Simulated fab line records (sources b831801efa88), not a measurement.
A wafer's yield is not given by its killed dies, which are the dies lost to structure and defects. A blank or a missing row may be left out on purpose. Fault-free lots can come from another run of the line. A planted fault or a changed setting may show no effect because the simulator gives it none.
Which tool is to blame? || flow gf180mcu || Sampling: 14 lots, 42 wafers, 4 of 602 route steps

== WHAT THE GAUGES SHOWED, per wafer ==
The record lacks any reading of a measuring or inspecting step that a usual standard deviation could be used to judge.

== WHICH TOOL RAN EACH LOT (tool, then ch and the chambers of the sampled wafers, then the start) ==
{"lot": "L587", "GF_V1_SPUTTER_22": "pvd-sputter-04, day 18 03:33", "GF_M2_SPUTTER_01": "pvd-sputter-01, day 18 04:17", "GF_M2_EXPOSE_11": "krf-scanner-02 ch 0, day 18 16:27", "GF_M2_STRIP_17": "plasma-asher-01 ch 0,1, day 19 04:46"}
{"lot": "L590", "GF_V1_SPUTTER_22": "pvd-sputter-03, day 19 14:29", "GF_M2_SPUTTER_01": "pvd-sputter-01, day 19 15:13", "GF_M2_EXPOSE_11": "krf-scanner-02 ch 0, day 20 03:44", "GF_M2_STRIP_17": "plasma-asher-04 ch 0,1, day 20 15:45"}
{"lot": "L591", "GF_V1_SPUTTER_22": "pvd-sputter-02, day 19 22:46", "GF_M2_SPUTTER_01": "pvd-sputter-03, day 19 23:30", "GF_M2_EXPOSE_11": "krf-scanner-01, day 20 12:12", "GF_M2_STRIP_17": "plasma-asher-02 ch 0,1, day 21 00:35"}
{"lot": "L592", "GF_V1_SPUTTER_22": "pvd-sputter-03, day 20 09:53", "GF_M2_SPUTTER_01": "pvd-sputter-01, day 20 10:37", "GF_M2_EXPOSE_11": "krf-scanner-02, day 20 22:59", "GF_M2_STRIP_17": "plasma-asher-02 ch 0,1, day 21 11:14"}
{"lot": "L600", "GF_V1_SPUTTER_22": "pvd-sputter-02, day 23 04:40", "GF_M2_SPUTTER_01": "pvd-sputter-01, day 23 05:23", "GF_M2_EXPOSE_11": "krf-scanner-01 ch 0, day 23 17:08", "GF_M2_STRIP_17": "plasma-asher-02 ch 1, day 24 04:47"}
{"lot": "L601", "GF_V1_SPUTTER_22": "pvd-sputter-04, day 23 13:14", "GF_M2_SPUTTER_01": "pvd-sputter-04, day 23 13:58", "GF_M2_EXPOSE_11": "krf-scanner-02 ch 0, day 24 00:57", "GF_M2_STRIP_17": "plasma-asher-02 ch 0,1, day 24 12:20"}
{"lot": "L602", "GF_V1_SPUTTER_22": "pvd-sputter-02, day 23 21:51", "GF_M2_SPUTTER_01": "pvd-sputter-04, day 23 22:35", "GF_M2_EXPOSE_11": "krf-scanner-02 ch 0, day 24 10:23", "GF_M2_STRIP_17": "plasma-asher-04 ch 0,1, day 24 20:58"}
{"lot": "L603", "GF_V1_SPUTTER_22": "pvd-sputter-03, day 23 22:49", "GF_M2_SPUTTER_01": "pvd-sputter-01, day 23 23:33", "GF_M2_EXPOSE_11": "krf-scanner-01 ch 0, day 24 11:23", "GF_M2_STRIP_17": "plasma-asher-02 ch 0,1, day 24 22:26"}
{"lot": "L604", "GF_V1_SPUTTER_22": "pvd-sputter-02, day 24 14:41", "GF_M2_SPUTTER_01": "pvd-sputter-01, day 24 15:27", "GF_M2_EXPOSE_11": "krf-scanner-02 ch 0, day 25 02:03", "GF_M2_STRIP_17": "plasma-asher-02 ch 0,1, day 25 13:17"}
{"lot": "L605", "GF_V1_SPUTTER_22": "pvd-sputter-02, day 25 01:30", "GF_M2_SPUTTER_01": "pvd-sputter-01, day 25 02:14", "GF_M2_EXPOSE_11": "krf-scanner-01 ch 0, day 25 13:52", "GF_M2_STRIP_17": "plasma-asher-02 ch 0,1, day 26 00:19"}
{"lot": "L606", "GF_V1_SPUTTER_22": "pvd-sputter-03, day 25 13:23", "GF_M2_SPUTTER_01": "pvd-sputter-01, day 25 14:07", "GF_M2_EXPOSE_11": "krf-scanner-01 ch 0, day 26 00:18", "GF_M2_STRIP_17": "plasma-asher-01 ch 0,1, day 26 11:32"}
{"lot": "L607", "GF_V1_SPUTTER_22": "pvd-sputter-03, day 25 15:02", "GF_M2_SPUTTER_01": "pvd-sputter-04, day 25 15:46", "GF_M2_EXPOSE_11": "krf-scanner-01 ch 0, day 26 02:16", "GF_M2_STRIP_17": "plasma-asher-04 ch 0,1, day 26 13:26"}
{"lot": "L609", "GF_V1_SPUTTER_22": "pvd-sputter-03, day 26 07:34", "GF_M2_SPUTTER_01": "pvd-sputter-01, day 26 08:19", "GF_M2_EXPOSE_11": "krf-scanner-02 ch 0, day 26 18:46", "GF_M2_STRIP_17": "plasma-asher-04 ch 0,1, day 27 05:13"}
{"lot": "L610", "GF_V1_SPUTTER_22": "pvd-sputter-02, day 26 16:45", "GF_M2_SPUTTER_01": "pvd-sputter-03, day 26 17:29", "GF_M2_EXPOSE_11": "krf-scanner-01 ch 0, day 27 04:16", "GF_M2_STRIP_17": "plasma-asher-02 ch 0,1, day 27 14:05"}
- GF_V1_SPUTTER_22: material TiN, target thk 10 nm, time 40 s.
- GF_M2_SPUTTER_01: material TiN, target thk 30 nm, time 25 s.
- GF_M2_EXPOSE_11: exposes mask Metal2, target cd 280 nm.
- GF_M2_STRIP_17: strips in O2/N2.

== WHAT THE TOOLS THEMSELVES READ (means of the sampled wafers that have a number; where no wafer has one, the mark that the record gives instead) ==
GF_V1_SPUTTER_22. Usual: cathode-dc-power-W 4000.0 W, standard deviation 0.7; throttle-valve-pct 30.9 %, standard deviation 1.2.
{"lot": "L587", "tool": "pvd-sputter-04", "cathode-dc-power-W (W)": 4000.4, "throttle-valve-pct (%)": 30.4, "flag": ""}
{"lot": "L590", "tool": "pvd-sputter-03", "cathode-dc-power-W (W)": 4000.4, "throttle-valve-pct (%)": 29.4, "flag": ""}
{"lot": "L591", "tool": "pvd-sputter-02", "cathode-dc-power-W (W)": 3999.6, "throttle-valve-pct (%)": 31.5, "flag": ""}
{"lot": "L592", "tool": "pvd-sputter-03", "cathode-dc-power-W (W)": 3999.5, "throttle-valve-pct (%)": 30.9, "flag": ""}
{"lot": "L600", "tool": "pvd-sputter-02", "cathode-dc-power-W (W)": 3999.8, "throttle-valve-pct (%)": 31.5, "flag": ""}
{"lot": "L601", "tool": "pvd-sputter-04", "cathode-dc-power-W (W)": 4000.5, "throttle-valve-pct (%)": 29.9, "flag": ""}
{"lot": "L602", "tool": "pvd-sputter-02", "cathode-dc-power-W (W)": 4000.3, "throttle-valve-pct (%)": 31.6, "flag": ""}
{"lot": "L603", "tool": "pvd-sputter-03", "cathode-dc-power-W (W)": 4000.3, "throttle-valve-pct (%)": 30.8, "flag": ""}
{"lot": "L604", "tool": "pvd-sputter-02", "cathode-dc-power-W (W)": 3999.0, "throttle-valve-pct (%)": 31.9, "flag": ""}
{"lot": "L605", "tool": "pvd-sputter-02", "cathode-dc-power-W (W)": 4000.7, "throttle-valve-pct (%)": 31.9, "flag": ""}
{"lot": "L606", "tool": "pvd-sputter-03", "cathode-dc-power-W (W)": 3999.4, "throttle-valve-pct (%)": 30.4, "flag": ""}
{"lot": "L607", "tool": "pvd-sputter-03", "cathode-dc-power-W (W)": 3999.8, "throttle-valve-pct (%)": 30.7, "flag": ""}
{"lot": "L609", "tool": "pvd-sputter-03", "cathode-dc-power-W (W)": 3999.2, "throttle-valve-pct (%)": 30.4, "flag": ""}
{"lot": "L610", "tool": "pvd-sputter-02", "cathode-dc-power-W (W)": 4000.4, "throttle-valve-pct (%)": 31.8, "flag": ""}

GF_M2_SPUTTER_01. Usual: cathode-dc-power-W 6500.0 W, standard deviation 1.2; throttle-valve-pct 30.7 %, standard deviation 0.9.
{"lot": "L587", "tool": "pvd-sputter-01", "cathode-dc-power-W (W)": 6499.9, "throttle-valve-pct (%)": 30.7, "flag": ""}
{"lot": "L590", "tool": "pvd-sputter-01", "cathode-dc-power-W (W)": 6501.1, "throttle-valve-pct (%)": 30.6, "flag": ""}
{"lot": "L591", "tool": "pvd-sputter-03", "cathode-dc-power-W (W)": 6499.7, "throttle-valve-pct (%)": 29.6, "flag": ""}
{"lot": "L592", "tool": "pvd-sputter-01", "cathode-dc-power-W (W)": 6498.7, "throttle-valve-pct (%)": 30.8, "flag": ""}
{"lot": "L600", "tool": "pvd-sputter-01", "cathode-dc-power-W (W)": 6499.5, "throttle-valve-pct (%)": 30.7, "flag": ""}
{"lot": "L601", "tool": "pvd-sputter-04", "cathode-dc-power-W (W)": 6500.3, "throttle-valve-pct (%)": 31.2, "flag": ""}
{"lot": "L602", "tool": "pvd-sputter-04", "cathode-dc-power-W (W)": 6499.4, "throttle-valve-pct (%)": 30.5, "flag": ""}
{"lot": "L603", "tool": "pvd-sputter-01", "cathode-dc-power-W (W)": 6499.7, "throttle-valve-pct (%)": 30.7, "flag": ""}
{"lot": "L604", "tool": "pvd-sputter-01", "cathode-dc-power-W (W)": 6499.7, "throttle-valve-pct (%)": 30.5, "flag": ""}
{"lot": "L605", "tool": "pvd-sputter-01", "cathode-dc-power-W (W)": 6500.8, "throttle-valve-pct (%)": 30.7, "flag": ""}
{"lot": "L606", "tool": "pvd-sputter-01", "cathode-dc-power-W (W)": 6499.9, "throttle-valve-pct (%)": 30.4, "flag": ""}
{"lot": "L607", "tool": "pvd-sputter-04", "cathode-dc-power-W (W)": 6499.7, "throttle-valve-pct (%)": 30.5, "flag": ""}
{"lot": "L609", "tool": "pvd-sputter-01", "cathode-dc-power-W (W)": 6498.9, "throttle-valve-pct (%)": 31.0, "flag": ""}
{"lot": "L610", "tool": "pvd-sputter-03", "cathode-dc-power-W (W)": 6499.7, "throttle-valve-pct (%)": 31.6, "flag": ""}

GF_M2_EXPOSE_11. Usual: exposure-dose-mJ-cm2 28.003, standard deviation 0.028; focus-offset-nm -0.1 nm, standard deviation 0.54; reticle-temp-C 22.97 C, standard deviation 0.11.
{"lot": "L587", "tool": "krf-scanner-02", "exposure-dose-mJ-cm2": 28.001, "focus-offset-nm (nm)": -0.2, "reticle-temp-C (C)": 22.99, "flag": ""}
{"lot": "L590", "tool": "krf-scanner-02", "exposure-dose-mJ-cm2": 28.006, "focus-offset-nm (nm)": -0.0, "reticle-temp-C (C)": 22.99, "flag": ""}
{"lot": "L591", "tool": "krf-scanner-01", "exposure-dose-mJ-cm2": "-", "focus-offset-nm (nm)": "-", "reticle-temp-C (C)": "-", "flag": "OFF"}
{"lot": "L592", "tool": "krf-scanner-02", "exposure-dose-mJ-cm2": "-", "focus-offset-nm (nm)": "-", "reticle-temp-C (C)": "-", "flag": "OFF"}
{"lot": "L600", "tool": "krf-scanner-01", "exposure-dose-mJ-cm2": 28.026, "focus-offset-nm (nm)": -0.3, "reticle-temp-C (C)": 22.90, "flag": ""}
{"lot": "L601", "tool": "krf-scanner-02", "exposure-dose-mJ-cm2": 27.992, "focus-offset-nm (nm)": -0.3, "reticle-temp-C (C)": 22.91, "flag": ""}
{"lot": "L602", "tool": "krf-scanner-02", "exposure-dose-mJ-cm2": 27.949, "focus-offset-nm (nm)": 0.2, "reticle-temp-C (C)": 23.04, "flag": ""}
{"lot": "L603", "tool": "krf-scanner-01", "exposure-dose-mJ-cm2": 27.971, "focus-offset-nm (nm)": 0.6, "reticle-temp-C (C)": 22.93, "flag": ""}
{"lot": "L604", "tool": "krf-scanner-02", "exposure-dose-mJ-cm2": 28.012, "focus-offset-nm (nm)": -0.0, "reticle-temp-C (C)": 22.91, "flag": ""}
{"lot": "L605", "tool": "krf-scanner-01", "exposure-dose-mJ-cm2": 28.018, "focus-offset-nm (nm)": -0.5, "reticle-temp-C (C)": 23.25, "flag": ""}
{"lot": "L606", "tool": "krf-scanner-01", "exposure-dose-mJ-cm2": 27.995, "focus-offset-nm (nm)": 0.1, "reticle-temp-C (C)": 23.07, "flag": ""}
{"lot": "L607", "tool": "krf-scanner-01", "exposure-dose-mJ-cm2": 27.984, "focus-offset-nm (nm)": -0.3, "reticle-temp-C (C)": 22.91, "flag": ""}
{"lot": "L609", "tool": "krf-scanner-02", "exposure-dose-mJ-cm2": 28.026, "focus-offset-nm (nm)": 0.4, "reticle-temp-C (C)": 22.84, "flag": ""}
{"lot": "L610", "tool": "krf-scanner-01", "exposure-dose-mJ-cm2": 28.020, "focus-offset-nm (nm)": 0.3, "reticle-temp-C (C)": 22.97, "flag": ""}

GF_M2_STRIP_17. Usual: drypump-motor-current-A 5.34 A, standard deviation 0.2; heater-power-w 341 W, standard deviation 56; oes-product-au 0.557 a.u., standard deviation 0.005; strip-time-to-endpoint-s 7.87 s, standard deviation 0.04.
{"lot": "L587", "tool": "plasma-asher-01", "drypump-motor-current-A (A)": 5.51, "heater-power-w (W)": 369, "oes-product-au (a.u.)": 0.565, "strip-time-to-endpoint-s (s)": 7.94, "flag": ""}
{"lot": "L590", "tool": "plasma-asher-04", "drypump-motor-current-A (A)": 5.46, "heater-power-w (W)": 359, "oes-product-au (a.u.)": 0.559, "strip-time-to-endpoint-s (s)": 7.88, "flag": ""}
{"lot": "L591", "tool": "plasma-asher-02", "drypump-motor-current-A (A)": 5.32, "heater-power-w (W)": 307, "oes-product-au (a.u.)": 0.557, "strip-time-to-endpoint-s (s)": 7.88, "flag": ""}
{"lot": "L592", "tool": "plasma-asher-02", "drypump-motor-current-A (A)": 5.24, "heater-power-w (W)": 300, "oes-product-au (a.u.)": 0.555, "strip-time-to-endpoint-s (s)": 7.85, "flag": ""}
{"lot": "L600", "tool": "plasma-asher-02", "drypump-motor-current-A (A)": 5.20, "heater-power-w (W)": 289, "oes-product-au (a.u.)": 0.558, "strip-time-to-endpoint-s (s)": 7.88, "flag": ""}
{"lot": "L601", "tool": "plasma-asher-02", "drypump-motor-current-A (A)": 5.26, "heater-power-w (W)": 301, "oes-product-au (a.u.)": 0.555, "strip-time-to-endpoint-s (s)": 7.85, "flag": ""}
{"lot": "L602", "tool": "plasma-asher-04", "drypump-motor-current-A (A)": 5.26, "heater-power-w (W)": 400, "oes-product-au (a.u.)": 0.565, "strip-time-to-endpoint-s (s)": 7.90, "flag": ""}
{"lot": "L603", "tool": "plasma-asher-02", "drypump-motor-current-A (A)": 5.31, "heater-power-w (W)": 309, "oes-product-au (a.u.)": 0.560, "strip-time-to-endpoint-s (s)": 7.89, "flag": ""}
{"lot": "L604", "tool": "plasma-asher-02", "drypump-motor-current-A (A)": 5.26, "heater-power-w (W)": 299, "oes-product-au (a.u.)": 0.553, "strip-time-to-endpoint-s (s)": 7.85, "flag": ""}
{"lot": "L605", "tool": "plasma-asher-02", "drypump-motor-current-A (A)": 5.27, "heater-power-w (W)": 300, "oes-product-au (a.u.)": 0.557, "strip-time-to-endpoint-s (s)": 7.87, "flag": ""}
{"lot": "L606", "tool": "plasma-asher-01", "drypump-motor-current-A (A)": 5.53, "heater-power-w (W)": 376, "oes-product-au (a.u.)": 0.562, "strip-time-to-endpoint-s (s)": 7.88, "flag": ""}
{"lot": "L607", "tool": "plasma-asher-04", "drypump-motor-current-A (A)": 5.27, "heater-power-w (W)": 412, "oes-product-au (a.u.)": 0.562, "strip-time-to-endpoint-s (s)": 7.86, "flag": ""}
{"lot": "L609", "tool": "plasma-asher-04", "drypump-motor-current-A (A)": 5.45, "heater-power-w (W)": 362, "oes-product-au (a.u.)": 0.553, "strip-time-to-endpoint-s (s)": 7.89, "flag": ""}
{"lot": "L610", "tool": "plasma-asher-02", "drypump-motor-current-A (A)": 5.32, "heater-power-w (W)": 306, "oes-product-au (a.u.)": 0.561, "strip-time-to-endpoint-s (s)": 7.83, "flag": ""}

== THE ANSWER, worked out from the rows above alone ==
Rule: take the mean of a lot's wafers that have a number; if it is more than 3 standard deviations from the usual mean, the lot is off. Also off: a lot with no number at a reading for which 4 or more lots have one. Where the step has rows for the other lots, those lots are counted as sound. Order of review: gauges by route order, followed by the tools' own readings, for which a lot's mean as printed above is used. The first step at which some lot is off is used, and at that step the reading that is off furthest; a lot without a number counts as furthest.
Off, at GF_M2_EXPOSE_11 on exposure-dose-mJ-cm2: L591, L592. Without a number there: L591, L592.
If a tool, at that step or one of the process steps before it, ran each lot that is off and ran no sound lot following the first of them, it fits. Of those tried, none fits.

== WHAT THE SIMULATOR HAD INSERTED ==
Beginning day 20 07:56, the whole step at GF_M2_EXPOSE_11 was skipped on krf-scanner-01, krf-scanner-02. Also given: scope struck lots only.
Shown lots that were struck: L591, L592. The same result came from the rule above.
